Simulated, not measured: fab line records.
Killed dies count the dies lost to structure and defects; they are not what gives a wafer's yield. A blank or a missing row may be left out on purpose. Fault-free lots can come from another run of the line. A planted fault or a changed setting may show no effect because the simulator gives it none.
What tool caused it?    flow sky130    route of 708 steps, sampled at 1 step: 6 lots, 18 wafers

== WHAT EACH GAUGE READ, for each wafer ==
SKY_VT_ADJUST_HVTP_OVL_MEAS_08.
lot   measured      on          VT_ADJUST_HVTP_OVL (nm)
L762  day 6 12:23   overlay-02  -0.4 -1.1 -2.0
L764  day 7 02:14   overlay-02  -2.2 0.5 -0.2
L766  day 7 14:34   overlay-01  -0.2 0.1 0.8
L770  day 8 17:00   overlay-01  -0.9 -2.4 -2.7
L772  day 9 03:02   overlay-01  0.8 -0.8 1.7
L776  day 10 18:07  overlay-02  -1.6 -2.2 -0.4

== TOOL THAT RAN EACH LOT (tool first, then ch and the chambers of the sampled wafers, then the start) ==
Before these readings, the record contains no process step.

== THE ANSWER, worked out from the rows above alone ==
Rule: usual is defined by the lots themselves. The widest of any qualifying gaps counts: lots, ordered by their means at a reading, are off when they make up no more than a third of the lots, leave a main group of 4 or more, and stand apart from it by 3 or more times the standard deviation of that group's means. The tables above print the reading to a certain number of digits; a main group whose means all agree to those digits is not used. Also off: a lot with no number at a reading for which 4 or more lots have one. The other lots that the step has rows for count as sound.
No lot is off on any of the readings shown, so nothing can be concluded from this.

== WHAT WAS PUT IN BY THE SIMULATOR ==
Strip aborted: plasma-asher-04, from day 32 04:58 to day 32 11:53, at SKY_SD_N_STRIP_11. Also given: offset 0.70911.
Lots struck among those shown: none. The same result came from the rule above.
